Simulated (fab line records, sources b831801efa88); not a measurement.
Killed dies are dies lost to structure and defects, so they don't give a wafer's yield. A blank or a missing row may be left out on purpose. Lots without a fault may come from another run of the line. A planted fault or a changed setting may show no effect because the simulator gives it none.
One fault seen from 2 desks | flow sky130 | each desk has only its own numbers; what lay behind them comes last

THE METROLOGY DESK
What the gauges read, lot by lot, whatever tool the lot ran on: means of the sampled wafers that have a number. A lot is out of limits, marked OUT, if its mean lies more than 4 standard deviations from the usual mean; the brackets give that distance.
Columns: A = LDD_P_OVL at SKY_LDD_P_OVL_MEAS_08, usual -1.4 nm; B = LDD_P_TW at SKY_LDD_P_TW_MEAS_11, usual 636; C = LDD_HVN_OVL at SKY_LDD_HVN_OVL_MEAS_07, usual -1.5 nm
lot  | first seen here | A    | B   | C
L343 | day 19 04:29    | -2.2 | 639 | -0.4
L349 | day 21 18:11    | -1.0 | 635 | -0.6
L350 | day 21 22:17    | -2.3 | 635 | -1.5
L352 | day 22 17:30    | -2.6 | 634 | -1.0
L361 | day 25 14:54    | -0.3 | 632 | -2.7
L363 | day 26 08:35    | 1.5  | 639 | -0.6
This desk's finding: nothing out of limits on any of the 6 lots.

THE TOOL OWNER'S DESK: implanter-04
The tool's own readings at SKY_LDD_HVN_IMPLANT_08: means of the sampled wafers that have a number, for each lot that ran on this tool. A lot is out of limits, marked OUT, if its mean lies more than 4 standard deviations from the usual mean; the brackets give that distance.
Columns: A = dose_ions_cm2 at SKY_LDD_HVN_IMPLANT_08, usual 3e+13
lot  | first seen here | A
L349 | day 23 00:44    | 3e+13 (+36) OUT
L352 | day 23 23:47    | 3e+13 (+36) OUT
L363 | day 27 13:58    | 3e+13
This desk's finding: out of limits on L349, L352; first on L349, day 23 00:44 (dose_ions_cm2 at SKY_LDD_HVN_IMPLANT_08). In limits: L363.

PUT TOGETHER
The tool owner's desk could have raised an alarm at day 23 00:44, on L349, L352.
The metrology desk saw nothing out of limits.
The metrology desk has L349, L352 on record, within its limits.
Of the lots named, all ran SKY_LDD_HVN_IMPLANT_08 on implanter-04.

WHAT THE SIMULATOR HAD PUT IN
Process parameter drift: implanter-04, from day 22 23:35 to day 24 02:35, at SKY_LDD_HVN_IMPLANT_08. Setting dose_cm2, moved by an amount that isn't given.
Lots struck among those shown: L349, L352.
Hours from the fault's start to each desk's first reading out of limits: the tool owner's desk, 1.
